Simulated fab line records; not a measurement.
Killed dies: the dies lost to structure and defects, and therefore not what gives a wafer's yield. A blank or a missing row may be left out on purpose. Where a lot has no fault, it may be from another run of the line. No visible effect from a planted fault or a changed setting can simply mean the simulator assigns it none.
fab line records	flow sky130
record lots=6	wafers=18	lastDay=49
route steps=708 shown CONTACT@411 PAD_OPEN@708
lots that met no fault: from a run of the same line without faults
startH: start of the lot's first displayed wafer, in hours after the record's first day	waitH: hours from the lot's prior step to this one	" the same as in the row above	L1.1+2: several wafers, shown together as one row	- no value, or no start given	* or withheld: withheld	< > ~ a bound
route shown NAME@n: NAME is a module with steps in the file, n the number in the route of the first one	usual: mean and standard deviation over wafers with no fault	same: alike in all rows	chamber/n: place in a boat	sites: each site's reading	_std_site: standard deviation of those values	_edge_site: inner sites' mean taken away from outer sites' mean	radiusMm: how far each site lies from the wafer's centre	mask NAME#n: copy n	behind: the last tool/chamber to shape the wafer	hold: why the lot went on hold/how many hours it stayed there/how the hold came to an end	device: the transistor (n, p or np) that didn't switch	end of line: the same wafers' tests at the end of the route	a step without rows: its recipe alone	killed: dies lost to structure and defects at the first sort, not the wafer's yield	map: the dies of a wafer, with x for killed, . for not killed, _ for no die there
set.NAME: the setting that was run; set.NAME@STEP: the one run at that earlier step	model.NAME: the simulator's own value behind a step, which no gauge read
certain route steps with their lots: each step a table, each wafer a row
services: when a tool's chamber went out of use (startH, in hours from the record's first day, below 0 if earlier), for how many hours, and the reason
## steps
# step SKY_CONTACT_BOW_MEAS_05
# recipe mode=bow
# usual CONTACT_BOW=81/7
lot.wafer	tool	chamber	startH	waitH	CONTACT_BOW[um]
L846.4	filmMetro-03	-	734.15	0.2	95
L846.5	"	-	"	"	84
L846.6	"	-	"	"	83
L853.2	filmMetro-02	-	775.34	0.2	66
L853.4	"	-	"	"	67
L853.5	"	-	"	"	72
L854.3	filmMetro-03	-	792.10	0.2	98
L854.4	"	-	"	"	91
L854.5	"	-	"	"	81
L857.4	filmMetro-03	-	821.03	0.3	85
L857.5	"	-	"	"	88
L857.6	"	-	"	"	72
L860.3	filmMetro-02	-	847.42	0.2	76
L860.4	"	-	"	"	75
L860.6	"	-	"	"	87
L863.2	filmMetro-02	-	855.28	0.2	85
L863.3	"	-	"	"	86
L863.5	"	-	"	"	76
# step SKY_CONTACT_DEHYDRATE_06
# recipe tempC=200	timeS=60
# step SKY_CONTACT_HMDS_07
# recipe primeTimeS=60	primeTempC=120
# step SKY_CONTACT_COAT_08
# recipe resist=BARC	tempC=withheld	timeS=withheld	spinRpm=3000	resistThkNm=60
# step SKY_CONTACT_COAT_09
# recipe resist=KrF-thick	spinRpm=3000	resistThkNm=450
# step SKY_CONTACT_SOFTBAKE_10
# recipe tempC=100	timeS=90	resist=KrF-thick
# step SKY_CONTACT_EXPOSE_11
# recipe maskId=CTM1	na=0.8	sourceShape=annular	sigmaInner=0.55	sigmaOuter=0.85	targetCdNm=170	doseMj=38
# step SKY_CONTACT_PEB_12
# recipe pebTempC=withheld	pebTimeS=withheld	resist=KrF-thick
# step SKY_CONTACT_DEVELOP_13
# recipe developTimeS=60.94	resist=KrF-thick	devTempC=21
# step SKY_CONTACT_CD_MEAS_14
# recipe targetCdNm=170
# usual cdNm=169.2/1.8
lot.wafer	tool	chamber	startH	waitH	cdNm
L846.4	cdSem-02	-	761.74	-	170.0
L846.5	"	-	"	"	168.1
L846.6	"	-	"	"	167.7
L853.2	cdSem-02	-	801.64	-	170.4
L853.4	"	-	"	"	169.6
L853.5	"	-	"	"	169.2
L854.3	cdSem-01	-	817.02	-	169.0
L854.4	"	-	"	"	170.7
L854.5	"	-	"	"	170.9
L857.4	cdSem-02	-	847.45	-	169.8
L857.5	"	-	"	"	170.4
L857.6	"	-	"	"	171.4
L860.3	cdSem-02	-	872.46	-	167.5
L860.4	"	-	"	"	169.0
L860.6	"	-	"	"	169.2
L863.2	cdSem-02	-	880.79	-	170.9
L863.3	"	-	"	"	170.8
L863.5	"	-	"	"	170.8
# step SKY_CONTACT_OVL_MEAS_15
# usual CONTACT_OVL=0/5.4
lot.wafer	tool	chamber	startH	waitH	CONTACT_OVL[nm]
L846.4	overlay-01	-	761.82	0.1	-10
L846.5	"	-	"	"	-10
L846.6	"	-	"	"	-5
L853.2	overlay-02	-	801.74	0.1	-1
L853.4	"	-	"	"	-3
L853.5	"	-	"	"	-7
L854.3	overlay-01	-	817.11	0.1	0
L854.4	"	-	"	"	-8
L854.5	"	-	"	"	-2
L857.4	overlay-01	-	847.52	0.1	1
L857.5	"	-	"	"	-2
L857.6	"	-	"	"	5
L860.3	overlay-01	-	872.55	0.1	3
L860.4	"	-	"	"	-2
L860.6	"	-	"	"	-2
L863.2	overlay-01	-	880.89	0.1	-4
L863.3	"	-	"	"	-3
L863.5	"	-	"	"	-10
# step SKY_CONTACT_ETCH_16
# recipe chemistry=N2/H2	target=BARC	ionEnergyEv=200	sourceW=500	biasW=100	pressureMtorr=30	n2FlowSccm=100	h2FlowSccm=200	stopOn=SiO2	timeS=45.9	targetDepthA=600
# usual biasW=100.0/0.31	chamberPressureMTorr=30.00/0.03	drypumpMotorCurrentA=5.9/0.47	oesProductAu=0.854/0.0044	throttleValvePct=13.226/0.0092
lot.wafer	tool	chamber	startH	waitH	biasW	chamberPressureMTorr	drypumpMotorCurrentA	oesProductAu	rfHoursCounterH	throttleValvePct
L846.4	rieDiel-01	3	761.86	0.0	100.0	29.96	6.7	0.852	-	13.232
L846.5	"	2	"	"	100.4	29.99	6.1	0.857	-	13.237
L846.6	"	0	"	"	100.0	29.96	6.1	0.858	-	13.236
L853.2	rieDiel-01	3	801.77	0.0	100.4	30.02	6.7	0.852	11	13.225
L853.4	"	1	"	"	100.0	29.98	5.7	0.859	-	13.210
L853.5	"	3	"	"	100.4	30.04	6.7	0.855	-	13.216
L854.3	rieDiel-02	3	817.13	0.0	100.3	30.02	6.6	0.854	2	13.238
L854.4	"	2	"	"	99.6	30.00	6.1	0.856	9	13.246
L854.5	"	3	"	"	100.3	30.01	6.5	0.857	-	13.219
L857.4	rieDiel-02	2	847.56	0.0	100.2	30.01	6.2	0.851	-	13.227
L857.5	"	0	"	"	99.8	30.01	6.2	0.854	-	13.200
L857.6	"	1	"	"	100.1	30.04	5.8	0.850	-	13.224
L860.3	rieDiel-03	2	872.57	0.0	99.9	29.99	5.0	0.850	4	13.246
L860.4	"	3	"	"	99.6	30.01	5.8	0.852	-	13.236
L860.6	"	2	"	"	99.9	30.04	5.0	0.856	-	13.214
L863.2	rieDiel-03	1	880.92	0.0	100.1	29.96	5.3	0.855	16	13.223
L863.3	"	3	"	"	100.2	30.02	5.8	0.860	12	13.245
L863.5	"	2	"	"	99.9	30.00	5.0	0.855	-	13.234
# step SKY_CONTACT_ETCH_17
# recipe target=SiO2	chemistry=C4F8/O2/Ar	stopOn=Si3N4	maskMaterial=KrF-thick	sourceW=1500	biasW=1200	pressureMtorr=40	c4f8FlowSccm=withheld	O2_flow_sccm=6	Ar_flow_sccm=300	timeS=withheld	targetDepthA=3400
# usual biasW=1201/3.9	chamberPressureMTorr=40.00/0.034	oesProductAu=0.892/0.0048
lot.wafer	tool	chamber	startH	waitH	biasW	chamberPressureMTorr	oesProductAu	model.KrF-thick_of_CONTACT_COAT_09.thkNm
L846.4	rieDiel-01	3	761.91	0.0	1201	39.97	0.893	329.3
L846.5	"	2	"	"	1203	39.98	0.891	328.3
L846.6	"	0	"	"	1209	40.03	0.890	326.6
L853.2	rieDiel-01	3	801.82	0.0	-	-	-	391.2
L853.4	"	1	"	"	-	-	-	392.5
L853.5	"	3	"	"	-	-	-	392.2
L854.3	rieDiel-02	3	817.17	0.0	-	-	-	391.9
L854.4	"	2	"	"	-	-	-	392.6
L854.5	"	3	"	"	-	-	-	392.6
L857.4	rieDiel-02	2	847.61	0.0	1206	40.03	0.888	327.4
L857.5	"	0	"	"	1203	40.02	0.893	327.6
L857.6	"	1	"	"	1208	39.99	0.894	327.7
L860.3	rieDiel-03	2	872.62	0.0	1197	40.04	0.897	327.2
L860.4	"	3	"	"	1203	39.96	0.898	327.6
L860.6	"	2	"	"	1199	40.04	0.894	327.1
L863.2	rieDiel-03	1	880.97	0.0	1192	40.00	0.894	327.3
L863.3	"	3	"	"	1203	40.01	0.903	326.7
L863.5	"	2	"	"	1197	39.98	0.896	326.2
# step SKY_CONTACT_ETCH_18
# recipe target=Si3N4	chemistry=CHF3/O2	stopOn=TiN	sourceW=600	biasW=200	pressureMtorr=40	chf3FlowSccm=50	O2_flow_sccm=5	timeS=39	targetDepthA=750
# usual O2_flow_sccm=5.002/0.016	biasW=200.1/0.64	drypumpMotorCurrentA=5.9/0.47	oesProductAu=0.853/0.0074	throttleValvePct=8.792/0.0095
lot.wafer	tool	chamber	startH	waitH	O2_flow_sccm	biasW	drypumpMotorCurrentA	oesProductAu	rfHoursCounterH	throttleValvePct	model.KrF-thick_of_CONTACT_COAT_09.thkNm
L846.4	rieDiel-01	3	-	-	4.998	200.4	6.7	0.869	-	8.807	243.7
L846.5	"	2	"	"	4.960	199.1	6.1	0.864	-	8.796	243.3
L846.6	"	0	"	"	5.010	201.2	6.1	0.863	-	8.803	239.4
L853.2	rieDiel-01	3	-	-	5.023	199.7	6.6	0.373	11	8.672	306.2
L853.4	"	1	"	"	5.011	200.1	5.7	0.373	-	8.670	308.6
L853.5	"	3	"	"	4.977	200.3	6.6	0.369	-	8.686	307.5
L854.3	rieDiel-02	3	-	-	5.006	199.8	6.5	0.380	2	8.659	304.9
L854.4	"	2	"	"	4.995	200.6	6.1	0.373	9	8.664	307
L854.5	"	3	"	"	5.018	200.2	6.5	0.378	-	8.680	306.5
L857.4	rieDiel-02	2	-	-	5.009	201.8	6.1	0.855	-	8.800	242.3
L857.5	"	0	"	"	4.993	199.6	6.2	0.842	-	8.810	242.5
L857.6	"	1	"	"	4.981	200.1	5.8	0.841	-	8.773	242.6
L860.3	rieDiel-03	2	-	-	5.001	200.1	5.0	0.848	4	8.775	242.1
L860.4	"	3	"	"	5.040	200.3	5.8	0.853	-	8.788	242.8
L860.6	"	2	"	"	5.011	199.3	5.0	0.854	-	8.791	241.9
L863.2	rieDiel-03	1	-	-	4.991	200.8	5.3	0.852	16	8.787	242.2
L863.3	"	3	"	"	5.004	200.6	5.8	0.844	12	8.787	240.9
L863.5	"	2	"	"	4.997	200.0	5.0	0.860	-	8.792	239.9
# step SKY_CONTACT_STRIP_19
# recipe chemistry=O2/N2	powerW=1400	pressureMtorr=1500	platenTempC=withheld	o2FlowSccm=3000	n2FlowSccm=300	overashFraction=0.5
# usual drypumpMotorCurrentA=5.8/0.52	oesProductAu=0.380/0.0046	stripTimeToEndpointS=3.606/0.022
lot.wafer	tool	chamber	startH	waitH	drypumpMotorCurrentA	oesProductAu	rfHoursCounterH	stripTimeToEndpointS
L846.4	plasmaAsher-04	0	762.01	-	6.2	0.377	-	3.625
L846.5	"	0	"	"	6.1	0.381	-	3.620
L846.6	"	1	"	"	5.1	0.377	-	3.572
L853.2	plasmaAsher-04	0	801.91	-	6.1	0.404	37	4.284
L853.4	"	0	"	"	6.1	0.404	-	4.292
L853.5	"	0	"	"	6.2	0.410	-	4.304
L854.3	plasmaAsher-04	1	817.30	-	5.1	0.405	-	4.296
L854.4	"	0	"	"	6.1	0.408	-	4.296
L854.5	"	1	"	"	5.1	0.409	-	4.281
L857.4	plasmaAsher-04	0	847.71	-	6.1	0.381	-	3.619
L857.5	"	0	"	"	6.1	0.375	-	3.604
L857.6	"	1	"	"	5.1	0.373	-	3.611
L860.3	plasmaAsher-04	0	872.74	-	6.2	0.384	-	3.597
L860.4	"	1	"	"	5.1	0.374	-	3.630
L860.6	"	0	"	"	6.2	0.385	-	3.609
L863.2	plasmaAsher-04	0	881.06	-	6.2	0.374	44	3.604
L863.3	"	0	"	"	6.1	0.373	-	3.578
L863.5	"	1	"	"	5.1	0.370	-	3.585
# step SKY_CONTACT_STRIP_20
# recipe chemistry=postEtchResidueRemover	timeS=1200	tempC=72.5
# step SKY_PAD_OPEN_PROBE_99
# usual killed_at_M0_to_M3=43/5.9	killed_at_M4_up=3.3/1.9	killedAtContacts=24/5.6	killedAtFrontEnd=15/4.1	killedAtOther=0.4/0.66	killedDies=86/9	killedOnRim=17/3.7	killedOpen=47/6.9	killedShort=39/6.2
# same grossDies=492	killedAtBackSide=0
lot.wafer	tool	chamber	startH	waitH	killed_at_M0_to_M3	killed_at_M4_up	killedAtContacts	killedAtFrontEnd	killedAtOther	killedDies	killedOnRim	killedOpen	killedShort
L853.2	prober-01	-	1126.09	0.1	248	61	111	13	59	492	96	43	44
L853.4	prober-01	-	1126.19	0.2	220	74	133	11	54	492	96	48	39
L853.5	prober-01	-	1126.24	0.2	239	62	104	14	73	492	96	44	40
L854.3	prober-01	-	1132.25	0.2	245	67	108	11	61	492	96	41	37
L854.4	prober-01	-	1132.30	0.2	235	65	116	12	64	492	96	34	34
L854.5	prober-01	-	1132.35	0.2	254	59	107	6	66	492	96	46	32
L857.4	prober-01	-	1157.85	0.2	38	4	28	14	1	85	19	47	37
L857.5	prober-01	-	1157.90	0.2	39	3	23	25	1	91	18	56	33
L857.6	prober-01	-	1157.95	0.2	41	1	34	17	1	94	19	46	48
# killed by level:class
L853.2 CONTACT:areaEtch=84 VIA1:areaExpose=38 METAL4:areaExpose=38 VIA3:areaExpose=38 VIA2:areaExpose=37 METAL3:areaExpose=32 CAP2M:areaExpose=30 METAL2:areaExpose=29
L853.4 CONTACT:areaEtch=101 VIA4:areaExpose=44 VIA3:areaExpose=36 METAL2:areaExpose=36 VIA1:areaExpose=33 CAPM:areaExpose=32 METAL1:areaExpose=30 METAL4:areaExpose=27
L853.5 CONTACT:areaEtch=85 CAP2M:areaExpose=42 METAL1:areaExpose=38 VIA1:areaExpose=37 VIA3:areaExpose=36 METAL4:areaExpose=31 CAPM:areaExpose=30 VIA4:areaExpose=28
L854.3 CONTACT:areaEtch=84 VIA1:areaExpose=40 METAL2:areaExpose=37 METAL4:areaExpose=36 VIA3:areaExpose=35 CAPM:areaExpose=32 VIA2:areaExpose=31 METAL3:areaExpose=31
L854.4 CONTACT:areaEtch=96 METAL3:areaExpose=39 VIA2:areaExpose=39 VIA1:areaExpose=38 VIA4:areaExpose=38 CAP2M:areaExpose=33 CAPM:areaExpose=31 METAL2:areaExpose=29
L854.5 CONTACT:areaEtch=89 VIA3:areaExpose=49 METAL3:areaExpose=36 VIA2:areaExpose=33 CAP2M:areaExpose=33 CAPM:areaExpose=32 METAL4:areaExpose=32 METAL2:areaExpose=32
L857.4 CONTACT:geometricParticle:open=14 VIA1:geometricParticle:open=14 VIA3:geometricParticle:open=6 FIELD_ISO:geometricParticle:short=5 POLY_GATE:geometricParticle:short=5 VIA2:geometricParticle:short=5 VIA2:geometricParticle:open=4 LI_CONTACT:geometricParticle:open=4
L857.5 VIA1:geometricParticle:open=13 FIELD_ISO:geometricParticle:open=10 CONTACT:geometricParticle:open=10 LI_CONTACT:geometricParticle:open=7 VIA1:geometricParticle:short=7 POLY_GATE:geometricParticle:open=6 FIELD_ISO:geometricParticle:short=5 VIA3:geometricParticle:open=5
L857.6 CONTACT:geometricParticle:open=16 VIA1:geometricParticle:short=12 CONTACT:geometricParticle:short=8 LI_CONTACT:geometricParticle:open=7 VIA1:geometricParticle:open=7 POLY_GATE:geometricParticle:short=6 FIELD_ISO:geometricParticle:open=4 POLY_GATE:geometricParticle:open=4
# map L853.2 (x killed, . not)
__________xxxxxxxxxx_________
________xxxxxxxxxxxxxx_______
______xxxxxxxxxxxxxxxxxx_____
_____xxxxxxxxxxxxxxxxxxxx____
____xxxxxxxxxxxxxxxxxxxxxx___
___xxxxxxxxxxxxxxxxxxxxxxxx__
__xxxxxxxxxxxxxxxxxxxxxxxxxx_
_xxxxxxxxxxxxxxxxxxxxxxxxxxxx
_xxxxxxxxxxxxxxxxxxxxxxxxxxxx
_xxxxxxxxxxxxxxxxxxxxxxxxxxxx
_xxxxxxxxxxxxxxxxxxxxxxxxxxxx
_xxxxxxxxxxxxxxxxxxxxxxxxxxxx
_xxxxxxxxxxxxxxxxxxxxxxxxxxxx
_xxxxxxxxxxxxxxxxxxxxxxxxxxxx
_xxxxxxxxxxxxxxxxxxxxxxxxxxxx
__xxxxxxxxxxxxxxxxxxxxxxxxxx_
___xxxxxxxxxxxxxxxxxxxxxxxx__
____xxxxxxxxxxxxxxxxxxxxxx___
_____xxxxxxxxxxxxxxxxxxxx____
______xxxxxxxxxxxxxxxxxx_____
________xxxxxxxxxxxxxx_______
__________xxxxxxxxxx_________
# map L854.3 (x killed, . not)
__________xxxxxxxxxx_________
________xxxxxxxxxxxxxx_______
______xxxxxxxxxxxxxxxxxx_____
_____xxxxxxxxxxxxxxxxxxxx____
____xxxxxxxxxxxxxxxxxxxxxx___
___xxxxxxxxxxxxxxxxxxxxxxxx__
__xxxxxxxxxxxxxxxxxxxxxxxxxx_
_xxxxxxxxxxxxxxxxxxxxxxxxxxxx
_xxxxxxxxxxxxxxxxxxxxxxxxxxxx
_xxxxxxxxxxxxxxxxxxxxxxxxxxxx
_xxxxxxxxxxxxxxxxxxxxxxxxxxxx
_xxxxxxxxxxxxxxxxxxxxxxxxxxxx
_xxxxxxxxxxxxxxxxxxxxxxxxxxxx
_xxxxxxxxxxxxxxxxxxxxxxxxxxxx
_xxxxxxxxxxxxxxxxxxxxxxxxxxxx
__xxxxxxxxxxxxxxxxxxxxxxxxxx_
___xxxxxxxxxxxxxxxxxxxxxxxx__
____xxxxxxxxxxxxxxxxxxxxxx___
_____xxxxxxxxxxxxxxxxxxxx____
______xxxxxxxxxxxxxxxxxx_____
________xxxxxxxxxxxxxx_______
__________xxxxxxxxxx_________
## services
tool	chamber	startH	hours	kind
rieDiel-02	-	742.38	14.6	pm
rieDiel-01	1	761.53	-	clean
rieDiel-01	1	761.53	23.0	scheduledDown
rieDiel-01	1	761.53	23.0	ventCycle
rieDiel-03	0	770.20	2.1	repair
rieDiel-02	0	778.90	19.2	repair
plasmaAsher-04	-	778.93	1.3	repair
rieDiel-02	3	780.67	1.9	repair
rieDiel-01	0	785.94	4.0	repair
rieDiel-01	0	789.96	-	clean
rieDiel-01	0	789.96	24.8	scheduledDown
rieDiel-01	0	789.96	24.8	ventCycle
rieDiel-02	0	819.24	5.9	repair
rieDiel-02	3	834.32	6.1	repair
rieDiel-02	-	835.68	2.8	pm
rieDiel-02	3	846.09	6.1	repair
rieDiel-03	2	847.44	4.3	repair
rieDiel-03	0	866.41	-	clean
rieDiel-03	0	866.41	28.2	scheduledDown
rieDiel-03	0	866.41	28.2	ventCycle
rieDiel-02	2	879.58	3.8	repair
## key
firstSign step=SKY_CONTACT_ETCH_17	reading=toolRecord	direction=missing
effect step=SKY_CONTACT_ETCH_18	reading=oesProductAu	direction=down	sigmas=65	usual=0.853	struck=0.374
effect step=SKY_CONTACT_STRIP_19	reading=stripTimeToEndpointS	direction=up	sigmas=31	usual=*	struck=*
effect step=SKY_PAD_OPEN_PROBE_99	reading=killedAtOther	direction=up	sigmas=62	usual=0.4	struck=62.8
modelEffect step=SKY_CONTACT_ETCH_17	value=KrF-thick_of_CONTACT_COAT_09.thkNm	without=327	struck=392.2
modelEffect step=SKY_CONTACT_ETCH_18	value=KrF-thick_of_CONTACT_COAT_09.thkNm	without=241.6	struck=306.8
moreKillsBornAt SKY_CONTACT_ETCH_17@rieDiel-01=270	SKY_CONTACT_ETCH_17@rieDiel-02=269
metAt SKY_CONTACT_ETCH_17
struckWafers L853.2,L853.4,L853.5,L854.3,L854.4,L854.5
laterRowsLeftOut L853.2,L853.4,L853.5,L854.3,L854.4,L854.5
testerLeftOut L853,L854
onsetBetween 761.91 801.82
fault kind=skippedStepWhole	tool=rieDiel-01,rieDiel-02	chamber=-	onsetH=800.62	steps=SKY_CONTACT_ETCH_17	scope=struckLotsOnly
# testerLeftOut: of these lots the tester's yield and bins aren't shown, on N5 and GAA mostly nor the transistor test; their killed dies are dies lost to structure and defects alone, not to doping, threshold or leakage, so they don't give the yield
# laterRowsLeftOut: the simulator's readings of these wafers behind a module that went badly wrong aren't trusted and aren't shown, but for the sort
